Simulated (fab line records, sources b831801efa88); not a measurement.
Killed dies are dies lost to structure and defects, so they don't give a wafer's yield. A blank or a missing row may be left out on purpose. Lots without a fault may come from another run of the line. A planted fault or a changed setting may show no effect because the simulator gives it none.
Which tool did it? | flow sky130 | 12 lots, 36 wafers sampled, at 1 step of a route of 708

WHAT THE GAUGES READ, wafer by wafer
SKY_VIA3_CD_MEAS_12: target cd 200 nm. Usual: cd_nm 199.5 nm, standard deviation 1.3.
lot  | measured     | on        | cd_nm (nm)        | flag
L649 | day 40 04:52 | cd_sem-01 | 198.3 198.0 198.5 |
L650 | day 40 05:57 | cd_sem-01 | 198.9 196.8 197.9 |
L658 | day 42 07:43 | cd_sem-01 | 199.5 199.3 198.4 |
L662 | day 43 03:12 | cd_sem-01 | 200.6 200.3 201.4 |
L663 | day 43 06:00 | cd_sem-02 | 199.9 201.3 198.9 |
L664 | day 43 11:03 | cd_sem-02 | 199.3 201.9 200.2 |
L666 | day 44 17:37 | cd_sem-02 | 199.3 199.5 200.3 |
L667 | day 44 19:15 | cd_sem-01 | 198.3 198.4 200.3 |
L668 | day 45 01:26 | cd_sem-02 | 199.8 200.8 199.5 |
L670 | day 45 14:20 | cd_sem-02 | 201.9 202.2 202.0 |
L671 | day 45 20:24 | cd_sem-01 | 200.2 198.9 200.2 |
L672 | day 45 20:36 | cd_sem-02 | 199.9 199.3 198.9 |

WHICH TOOL RAN EACH LOT (tool, then ch and the chambers of the sampled wafers, then the start)
The record holds no process step before these readings.

WHAT THE TOOLS THEMSELVES READ (means of the sampled wafers that have a number; where no wafer has one, the mark that the record gives instead)
The record holds no such reading with a usual standard deviation.

THE ANSWER, worked out from the rows above alone
Rule: a lot is off if the mean of its wafers that have a number lies more than 3 standard deviations from the usual mean. A lot without any number at a reading at which 4 lots or more have one is off too. The other lots that the step has rows for count as sound. The gauges are gone through in route order, then the tools' own readings, and for those a lot's mean is taken as printed above. The first step at which some lot is off is used, and at that step the reading that is off furthest; a lot without a number counts as furthest.
No lot is off at any reading shown: from this, nothing can be told.

WHAT THE SIMULATOR HAD PUT IN
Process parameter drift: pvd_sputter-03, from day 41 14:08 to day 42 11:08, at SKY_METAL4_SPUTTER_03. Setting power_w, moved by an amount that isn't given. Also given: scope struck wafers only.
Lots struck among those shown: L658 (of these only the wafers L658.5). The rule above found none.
